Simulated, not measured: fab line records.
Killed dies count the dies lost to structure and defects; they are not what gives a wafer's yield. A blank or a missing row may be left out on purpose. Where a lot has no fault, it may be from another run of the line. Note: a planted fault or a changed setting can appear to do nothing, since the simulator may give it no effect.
Chamber matching -- flow sky130 -- SKY_VIA1_CMP_02 on cmp-02 has 4 sister chambers
The step polishes SiO2. 8 wafers are shown with their chamber, then 8 later ones without.

## WAFERS PAIRED WITH THEIR CHAMBERS
wafer,chamber,motor-current-A (A)
L491.4,0,10.4
L493.6,1,12.7
L494.1,1,12.2
L494.3,2,10.4
L495.1,2,10.1
L495.2,3,13.3
L495.3,0,9.7
L497.1,3,13.7

## WAFERS WITHOUT THEIR CHAMBER
wafer,motor-current-A (A)
L497.2,12.0
L497.6,10.2
L498.2,10.4
L498.5,10.2
L498.6,12.6
L507.3,9.8
L507.5,14.1
L507.6,10.5

## WHICH CHAMBER EACH ONE RAN IN
wafer,from the rows above,in truth
L497.2,1,1
L497.6,can't be placed: 2 or 0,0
L498.2,can't be placed: 2 or 0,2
L498.5,can't be placed: 2 or 0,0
L498.6,1,1
L507.3,can't be placed: 0 or 2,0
L507.5,3,3
L507.6,can't be placed: 2 or 0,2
Correctly placed: 3 of 8. Unplaceable from these rows: 5, with the true chamber sitting among the candidates in 5. 0 placed wrongly.
How it was worked out, from the rows above alone: a wafer's distance from a chamber is the root of the sum, over the readings, of the square of ((its reading less the chamber's mean) divided by the reading's scatter). The wafer belongs to the nearest chamber; if the next one is less than 2 further off, it can't be placed. The mean given for a chamber averages the wafers shown for that chamber. The scatter: the root of (the sum of the squares of (reading less its chamber's mean) over the shown wafers, divided by (wafers less chambers)).
